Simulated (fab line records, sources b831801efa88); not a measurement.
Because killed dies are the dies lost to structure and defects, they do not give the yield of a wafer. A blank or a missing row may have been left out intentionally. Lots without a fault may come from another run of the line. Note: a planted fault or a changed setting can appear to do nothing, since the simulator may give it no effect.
fab line records + flow sky130
record:
- lots: 6
- wafers: 18
- lastDay: 50
route steps=708 shown VIA1@471 METAL2@483
lots with no fault: from the same line, run without faults
startH: hours from the record's first day to the start of the lot's first wafer shown + waitH: hours elapsed since this lot's preceding step + " repeats the value in the row above + L1.1+2: several wafers, shown together as one row + - no value present, or no start provided + * or withheld: withheld + < > ~ a bound
route shown NAME@n: names a module that has steps shown in the file, with the first one's number in the route + usual: average and standard deviation across the fault-free wafers + same: alike in all rows + chamber/n: place in a boat + sites: the reading at each site + _std_site: the standard deviation of these + _edge_site: outer sites' mean less inner sites' + radiusMm: for every site, how far away it sits from the centre of the wafer + mask NAME#n: copy n + behind: the most recent tool/chamber to have shaped the wafer + hold: cause of the lot's hold/its duration in hours/its outcome + device: the n, p or np transistor that did not switch + end of line: the tests these same wafers got at the end of their route + for a step that has no rows: nothing shown but its recipe + killed: dies lost to structure and defects at the first sort, not the wafer's yield + map: dies across one wafer; x = killed, . = not, _ = none there
set.NAME: the setting the step ran with; set.NAME@STEP: the setting that earlier step ran with + model.NAME: the simulator's own value behind a step, which no gauge read
lots seen at some steps along the route; tables by step, rows by wafer
services: from which hour (startH, from the record's first day; less than 0 if before it) a tool's chamber was out of use, for how many hours, and why
== steps ==
step: SKY_VIA1_OVL_MEAS_13
usual:
- VIA1_OVL: 5/5.3
| lot.wafer | tool       | chamber | startH | waitH | VIA1_OVL[nm] |
|-----------|------------|---------|--------|-------|--------------|
| L711.3    | overlay-02 | -       | 790.95 | 0.1   | 1            |
| L711.4    | "          | -       | "      | "     | 3            |
| L711.6    | "          | -       | "      | "     | -1           |
| L718.1    | overlay-02 | -       | 849.79 | 0.1   | 10           |
| L718.2    | "          | -       | "      | "     | 8            |
| L718.3    | "          | -       | "      | "     | 6            |
| L725.2    | overlay-01 | -       | 903.95 | 0.1   | 0            |
| L725.5    | "          | -       | "      | "     | -4           |
| L725.6    | "          | -       | "      | "     | -5           |
| L726.1    | overlay-01 | -       | 907.49 | 0.1   | 12           |
| L726.5    | "          | -       | "      | "     | 12           |
| L726.6    | "          | -       | "      | "     | 5            |
| L732.1    | overlay-02 | -       | 952.09 | 0.1   | 10           |
| L732.5    | "          | -       | "      | "     | 4            |
| L732.6    | "          | -       | "      | "     | 3            |
| L734.2    | overlay-01 | -       | 970.19 | 0.1   | 0            |
| L734.3    | "          | -       | "      | "     | 3            |
| L734.5    | "          | -       | "      | "     | 9            |
step: SKY_VIA1_ETCH_14
recipe:
- chemistry: N2/H2
- target: BARC
- ionEnergyEv: 200
- sourceW: 500
- biasW: 100
- pressureMtorr: 30
- n2FlowSccm: 100
- h2FlowSccm: 200
- stopOn: SiO2
- timeS: 45.9
- targetDepthA: 600
step: SKY_VIA1_ETCH_15
recipe:
- target: SiO2
- chemistry: C4F8/O2/Ar
- targetDepthNm: 351
- stopOn: TiN
- maskMaterial: KrF-thick
- sourceW: 1500
- biasW: 1200
- pressureMtorr: 40
- c4f8FlowSccm: withheld
- O2_flow_sccm: 6
- Ar_flow_sccm: 300
- timeS: 54
step: SKY_VIA1_STRIP_16
recipe:
- chemistry: O2/N2
- powerW: 1400
- pressureMtorr: 1500
- platenTempC: withheld
- o2FlowSccm: 3000
- n2FlowSccm: 300
- overashFraction: 0.5
usual:
- drypumpMotorCurrentA: 5.7/0.44
- oesProductAu: 0.415/0.0047
- stripTimeToEndpointS: 4.459/0.026
| lot.wafer | tool           | chamber | startH | waitH | drypumpMotorCurrentA | oesProductAu | rfHoursCounterH | stripTimeToEndpointS |
|-----------|----------------|---------|--------|-------|----------------------|--------------|-----------------|----------------------|
| L711.3    | plasmaAsher-01 | 0       | 791.10 | 0.1   | 5.7                  | 0.406        | -               | 4.403                |
| L711.4    | "              | 1       | "      | "     | 5.7                  | 0.412        | -               | 4.421                |
| L711.6    | "              | 1       | "      | "     | 5.6                  | 0.415        | -               | 4.461                |
| L718.1    | plasmaAsher-01 | 1       | 849.91 | 0.0   | 5.6                  | 0.413        | 11              | 4.431                |
| L718.2    | "              | 0       | "      | "     | 5.6                  | 0.417        | 11              | 4.472                |
| L718.3    | "              | 0       | "      | "     | 5.6                  | 0.424        | -               | 4.459                |
| L725.2    | plasmaAsher-02 | 1       | 904.07 | 0.0   | 5.1                  | 0.421        | 108             | 4.448                |
| L725.5    | "              | 0       | "      | "     | 6.6                  | 0.424        | -               | 4.454                |
| L725.6    | "              | 1       | "      | "     | 5.1                  | 0.411        | -               | 4.459                |
| L726.1    | plasmaAsher-04 | 1       | 907.62 | 0.0   | 5.9                  | 0.417        | 48              | 4.486                |
| L726.5    | "              | 1       | "      | "     | 5.9                  | 0.414        | -               | 4.492                |
| L726.6    | "              | 0       | "      | "     | 5.6                  | 0.405        | -               | 4.414                |
| L732.1    | plasmaAsher-02 | 0       | 952.22 | 0.0   | 6.6                  | 0.412        | 113             | 4.425                |
| L732.5    | "              | 0       | "      | "     | 6.6                  | 0.412        | -               | 4.500                |
| L732.6    | "              | 1       | "      | "     | 5.1                  | 0.417        | -               | 4.453                |
| L734.2    | plasmaAsher-02 | 0       | 970.31 | 0.0   | 6.6                  | 0.412        | 115             | 4.433                |
| L734.3    | "              | 0       | "      | "     | 6.6                  | 0.415        | -               | 4.440                |
| L734.5    | "              | 1       | "      | "     | 5.1                  | 0.411        | -               | 4.447                |
step: SKY_VIA1_STRIP_17
recipe:
- chemistry: postEtchResidueRemover
- timeS: 1200
- tempC: 72.5
step: SKY_VIA1_CLEAN_18
recipe:
- chemistry: IPA
- timeS: 180
- tempC: 25
step: SKY_VIA1_CLEAN_19
recipe:
- chemistry: O3/DIW
- dry: n2Spin
step: SKY_VIA1_SPUTTER_20
recipe:
- material: TiN
- targetThkNm: 20
- chamberPressurePa: 5
- powerW: 4000
- timeS: 80
usual:
- throttleValvePct: 29.0/1
| lot.wafer | tool          | chamber | startH | waitH | throttleValvePct |
|-----------|---------------|---------|--------|-------|------------------|
| L711.3    | pvdSputter-04 | -       | 791.66 | 0.0   | 31.0             |
| L711.4    | "             | -       | "      | "     | 27.2             |
| L711.6    | "             | -       | "      | "     | 27.4             |
| L718.1    | pvdSputter-02 | -       | 850.51 | 0.0   | 27.8             |
| L718.2    | "             | -       | "      | "     | 29.9             |
| L718.3    | "             | -       | "      | "     | 29.2             |
| L725.2    | pvdSputter-04 | -       | 904.67 | 0.0   | 30.1             |
| L725.5    | "             | -       | "      | "     | 31.1             |
| L725.6    | "             | -       | "      | "     | 30.2             |
| L726.1    | pvdSputter-04 | -       | 908.21 | 0.0   | 30.5             |
| L726.5    | "             | -       | "      | "     | 27.4             |
| L726.6    | "             | -       | "      | "     | 30.3             |
| L732.1    | pvdSputter-02 | -       | 952.81 | 0.0   | 29.1             |
| L732.5    | "             | -       | "      | "     | 29.0             |
| L732.6    | "             | -       | "      | "     | 29.3             |
| L734.2    | pvdSputter-01 | -       | 970.94 | 0.0   | 28.3             |
| L734.3    | "             | -       | "      | "     | 27.7             |
| L734.5    | "             | -       | "      | "     | 27.7             |
step: SKY_VIA1_CVD_21
recipe:
- material: W
- targetThkNm: 270
- timeS: 80.902
- tempC: 400
- pressureTorr: 40
usual:
- heaterPowerW: 798/52
| lot.wafer | tool    | chamber | startH | waitH | heaterPowerW | sinceWetCleanH |
|-----------|---------|---------|--------|-------|--------------|----------------|
| L711.3    | cvdW-01 | 0       | 791.75 | 0.1   | 794          | -              |
| L711.4    | "       | 1       | "      | "     | 798          | -              |
| L711.6    | "       | 1       | "      | "     | 801          | -              |
| L718.1    | cvdW-01 | 1       | 850.57 | 0.0   | 810          | 447            |
| L718.2    | "       | 0       | "      | "     | 770          | 447            |
| L718.3    | "       | 1       | "      | "     | 795          | -              |
| L725.2    | cvdW-01 | 1       | 904.73 | 0.0   | 813          | 501            |
| L725.5    | "       | 0       | "      | "     | 768          | -              |
| L725.6    | "       | 1       | "      | "     | 803          | -              |
| L726.1    | cvdW-01 | 1       | 908.27 | 0.0   | 800          | 504            |
| L726.5    | "       | 0       | "      | "     | 793          | -              |
| L726.6    | "       | 1       | "      | "     | 805          | -              |
| L732.1    | cvdW-02 | 0       | 952.87 | 0.0   | 668          | 35             |
| L732.5    | "       | 0       | "      | "     | 694          | -              |
| L732.6    | "       | 1       | "      | "     | 856          | -              |
| L734.2    | cvdW-01 | 0       | 971.00 | 0.0   | 781          | 567            |
| L734.3    | "       | 0       | "      | "     | 784          | -              |
| L734.5    | "       | 1       | "      | "     | 816          | -              |
step: SKY_VIA1_RS_MEAS_22
recipe:
- thkMeasGauge: four-point-probe
- reads: W_of_VIA1_CVD_21+TiN_of_VIA1_SPUTTER_20
usual:
- VIA1_W_RS: 0.425/0.0063
| lot.wafer | tool         | chamber | startH | waitH | VIA1_W_RS[ohm/sq] |
|-----------|--------------|---------|--------|-------|-------------------|
| L711.3    | filmMetro-02 | -       | 791.85 | 0.1   | 0.426             |
| L711.4    | "            | -       | "      | "     | 0.429             |
| L711.6    | "            | -       | "      | "     | 0.431             |
| L718.1    | filmMetro-04 | -       | 850.66 | 0.1   | 0.427             |
| L718.2    | "            | -       | "      | "     | 0.423             |
| L718.3    | "            | -       | "      | "     | 0.432             |
| L725.2    | filmMetro-01 | -       | 904.84 | 0.1   | 0.424             |
| L725.5    | "            | -       | "      | "     | 0.413             |
| L725.6    | "            | -       | "      | "     | 0.421             |
| L726.1    | filmMetro-04 | -       | 908.36 | 0.1   | 0.427             |
| L726.5    | "            | -       | "      | "     | 0.423             |
| L726.6    | "            | -       | "      | "     | 0.430             |
| L732.1    | filmMetro-01 | -       | 952.96 | 0.1   | 0.434             |
| L732.5    | "            | -       | "      | "     | 0.430             |
| L732.6    | "            | -       | "      | "     | 0.418             |
| L734.2    | filmMetro-04 | -       | 971.12 | 0.1   | 0.418             |
| L734.3    | "            | -       | "      | "     | 0.420             |
| L734.5    | "            | -       | "      | "     | 0.432             |
step: SKY_VIA1_THK_MEAS_23
recipe:
- thkMeasGauge: xrf
- reads: W_of_VIA1_CVD_21
usual:
- VIA1_W_THK: 276/4.5
| lot.wafer | tool         | chamber | startH | waitH | VIA1_W_THK[nm] |
|-----------|--------------|---------|--------|-------|----------------|
| L711.3    | filmMetro-02 | -       | 791.95 | 0.1   | 273            |
| L711.4    | "            | -       | "      | "     | 270            |
| L711.6    | "            | -       | "      | "     | 270            |
| L718.1    | filmMetro-04 | -       | 850.78 | 0.1   | 279            |
| L718.2    | "            | -       | "      | "     | 281            |
| L718.3    | "            | -       | "      | "     | 275            |
| L725.2    | filmMetro-01 | -       | 904.95 | 0.1   | 277            |
| L725.5    | "            | -       | "      | "     | 283            |
| L725.6    | "            | -       | "      | "     | 277            |
| L726.1    | filmMetro-04 | -       | 908.48 | 0.1   | 272            |
| L726.5    | "            | -       | "      | "     | 277            |
| L726.6    | "            | -       | "      | "     | 271            |
| L732.1    | filmMetro-01 | -       | 953.08 | 0.1   | 272            |
| L732.5    | "            | -       | "      | "     | 271            |
| L732.6    | "            | -       | "      | "     | 280            |
| L734.2    | filmMetro-04 | -       | 971.23 | 0.1   | 277            |
| L734.3    | "            | -       | "      | "     | 275            |
| L734.5    | "            | -       | "      | "     | 269            |
step: SKY_VIA1_CMP_24
recipe:
- stopOn: SiO2
- tOverpolishS: 15
- downForcePsi: 3.5
- platenRpm: 60
- targetThkNm: 0
- padVelocityMS: 0.94248
usual:
- motorCurrentA: 11.0/0.83
- overpolishRunS: 15.000/0.0093
- slurryFilterDpKPa: 13.50/0.16
- timeToEndpointS: 66/4.3
| lot.wafer | tool   | chamber | startH | waitH | motorCurrentA | overpolishRunS | slurryFilterDpKPa | timeToEndpointS |
|-----------|--------|---------|--------|-------|---------------|----------------|-------------------|-----------------|
| L711.3    | cmp-01 | 2       | 792.04 | 0.1   | 11.8          | 14.994         | 13.18             | 61              |
| L711.4    | "      | 0       | "      | "     | 12.4          | 14.996         | 13.63             | 60              |
| L711.6    | "      | 2       | "      | "     | 11.5          | 14.998         | 13.56             | 61              |
| L718.1    | cmp-01 | 3       | 850.84 | 0.1   | 11.1          | 15.002         | 13.70             | 63              |
| L718.3    | "      | 0       | "      | "     | 12.1          | 15.013         | 13.74             | 58              |
| L718.2    | "      | 1       | "      | "     | 10.7          | 15.002         | 13.30             | 61              |
| L725.2    | cmp-02 | 3       | 905.05 | 0.1   | 9.3           | 14.990         | 13.49             | 72              |
| L725.6    | "      | 2       | "      | "     | 10.9          | 15.003         | 13.62             | 68              |
| L725.5    | "      | 3       | "      | "     | 9.6           | 15.002         | 13.59             | 74              |
| L726.1    | cmp-01 | 3       | 908.54 | 0.1   | 11.0          | 15.000         | 13.77             | 66              |
| L726.5    | "      | 3       | "      | "     | 11.5          | 15.005         | 13.77             | 67              |
| L726.6    | "      | 0       | "      | "     | 12.9          | 15.004         | 13.36             | 64              |
| L732.1    | cmp-01 | 2       | 953.24 | 0.1   | 11.9          | 14.996         | 13.35             | 65              |
| L732.6    | "      | 0       | "      | "     | 12.2          | 14.998         | 13.45             | 65              |
| L732.5    | "      | 1       | "      | "     | 10.4          | 14.995         | 13.64             | 64              |
| L734.2    | cmp-01 | 3       | 971.28 | 0.0   | 11.3          | 14.998         | 13.50             | 68              |
| L734.3    | "      | 0       | "      | "     | 11.9          | 14.998         | 13.60             | 66              |
| L734.5    | "      | 0       | "      | "     | 12.4          | 15.003         | 13.46             | 62              |
step: SKY_METAL2_SPUTTER_00
recipe:
- material: Ti
- targetThkNm: 15
- powerW: 3000
- timeS: 10
- chamberPressurePa: 0.4
usual:
- throttleValvePct: 29.8/1.2
| lot.wafer | tool          | chamber | startH | waitH | throttleValvePct | model.Ti_of_METAL2_SPUTTER_00.thkNm |
|-----------|---------------|---------|--------|-------|------------------|-------------------------------------|
| L711.3    | pvdSputter-02 | -       | 792.29 | 0.2   | 29.8             | 14.88                               |
| L711.4    | "             | -       | "      | "     | 28.2             | 15.3                                |
| L711.6    | "             | -       | "      | "     | 28.8             | 15.08                               |
| L718.1    | pvdSputter-03 | -       | 851.14 | 0.2   | 31.7             | 14.92                               |
| L718.2    | "             | -       | "      | "     | 30.7             | 14.97                               |
| L718.3    | "             | -       | "      | "     | 30.9             | 14.87                               |
| L725.2    | pvdSputter-02 | -       | 905.30 | 0.2   | 28.9             | 22.23                               |
| L725.5    | "             | -       | "      | "     | 29.4             | 15.27                               |
| L725.6    | "             | -       | "      | "     | 29.6             | 22.09                               |
| L726.1    | pvdSputter-02 | -       | 908.84 | 0.2   | 28.8             | 14.85                               |
| L726.5    | "             | -       | "      | "     | 29.6             | 15.21                               |
| L726.6    | "             | -       | "      | "     | 28.8             | 22.34                               |
| L732.1    | pvdSputter-03 | -       | 953.44 | 0.1   | 31.6             | 15.04                               |
| L732.5    | "             | -       | "      | "     | 30.9             | 14.89                               |
| L732.6    | "             | -       | "      | "     | 31.1             | 14.98                               |
| L734.2    | pvdSputter-03 | -       | 971.58 | 0.2   | 31.1             | 15.02                               |
| L734.3    | "             | -       | "      | "     | 31.5             | 15.32                               |
| L734.5    | "             | -       | "      | "     | 30.7             | 15.32                               |
step: SKY_METAL2_SPUTTER_01
recipe:
- material: TiN
- targetThkNm: 20
- powerW: 6500
- timeS: 16.7
- chamberPressurePa: 0.4
usual:
- throttleValvePct: 29.7/1.2
| lot.wafer | tool          | chamber | startH | waitH | throttleValvePct |
|-----------|---------------|---------|--------|-------|------------------|
| L711.3    | pvdSputter-02 | -       | 792.32 | 0.0   | 29.4             |
| L711.4    | "             | -       | "      | "     | 28.1             |
| L711.6    | "             | -       | "      | "     | 28.7             |
| L718.1    | pvdSputter-03 | -       | 851.17 | 0.0   | 31.3             |
| L718.2    | "             | -       | "      | "     | 30.7             |
| L718.3    | "             | -       | "      | "     | 30.9             |
| L725.2    | pvdSputter-02 | -       | 905.32 | 0.0   | 28.9             |
| L725.5    | "             | -       | "      | "     | 29.3             |
| L725.6    | "             | -       | "      | "     | 29.8             |
| L726.1    | pvdSputter-02 | -       | 908.87 | 0.0   | 28.9             |
| L726.5    | "             | -       | "      | "     | 29.2             |
| L726.6    | "             | -       | "      | "     | 28.9             |
| L732.1    | pvdSputter-03 | -       | 953.47 | 0.0   | 31.7             |
| L732.5    | "             | -       | "      | "     | 30.8             |
| L732.6    | "             | -       | "      | "     | 31.5             |
| L734.2    | pvdSputter-03 | -       | 971.60 | 0.0   | 30.8             |
| L734.3    | "             | -       | "      | "     | 31.3             |
| L734.5    | "             | -       | "      | "     | 30.8             |
== services ==
| tool           | chamber | startH | hours | kind                  |
|----------------|---------|--------|-------|-----------------------|
| plasmaAsher-02 | -       | 772.49 | 0.9   | repair                |
| plasmaAsher-04 | -       | 775.43 | 4.1   | repair                |
| pvdSputter-01  | -       | 778.26 | 2.4   | repair                |
| pvdSputter-02  | -       | 792.97 | 1.8   | repair                |
| cmp-02         | -       | 812.50 | 12.4  | pm                    |
| plasmaAsher-01 | -       | 826.62 | 1.2   | repair                |
| cmp-02         | -       | 831.38 | 0.6   | repair                |
| plasmaAsher-01 | -       | 833.17 | 0.3   | repair                |
| cmp-02         | -       | 846.90 | 5.6   | pm                    |
| cvdW-02        | -       | 851.63 | 0.8   | repair                |
| cvdW-01        | -       | 854.92 | 3.8   | pm                    |
| plasmaAsher-01 | -       | 855.09 | 3.9   | repair                |
| cvdW-01        | -       | 865.33 | 14.6  | pm                    |
| cmp-01         | -       | 874.98 | 3.9   | repair                |
| cmp-01         | -       | 894.80 | 0.4   | repair                |
| cvdW-02        | -       | 904.00 | 14.0  | pm                    |
| cmp-02         | -       | 913.47 | 4.0   | pm                    |
| cmp-01         | -       | 915.26 | 5.1   | repair                |
| cmp-02         | -       | 920.47 | 6.3   | pm                    |
| pvdSputter-02  | 0       | 923.70 | -     | consumableReplace:kit |
| cvdW-01        | -       | 925.99 | 6.0   | pm                    |
| pvdSputter-04  | -       | 929.15 | 1.2   | repair                |
| cmp-01         | -       | 951.11 | 1.2   | repair                |
| pvdSputter-01  | -       | 964.88 | 5.1   | repair                |
== key ==
firstSign none at tools or gauges
modelEffect:
- step: SKY_METAL2_SPUTTER_00
- value: Ti_of_METAL2_SPUTTER_00.thkNm
- without: 14.85
- struck: 22.22
metAt SKY_METAL2_SPUTTER_00
struckWafers L725.2,L725.6,L726.6
onsetBetween 792.29 905.30
fault:
- kind: processParameterDrift
- tool: pvdSputter-02
- chamber: -
- onsetH: 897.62
- steps: SKY_METAL2_SPUTTER_00
- channel: targetThkNm
- offset: 7.3725
- shape: step
- endH: 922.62
- scope: struckWafersOnly
- actsIn: theseRecipesOnly
- stated: 15
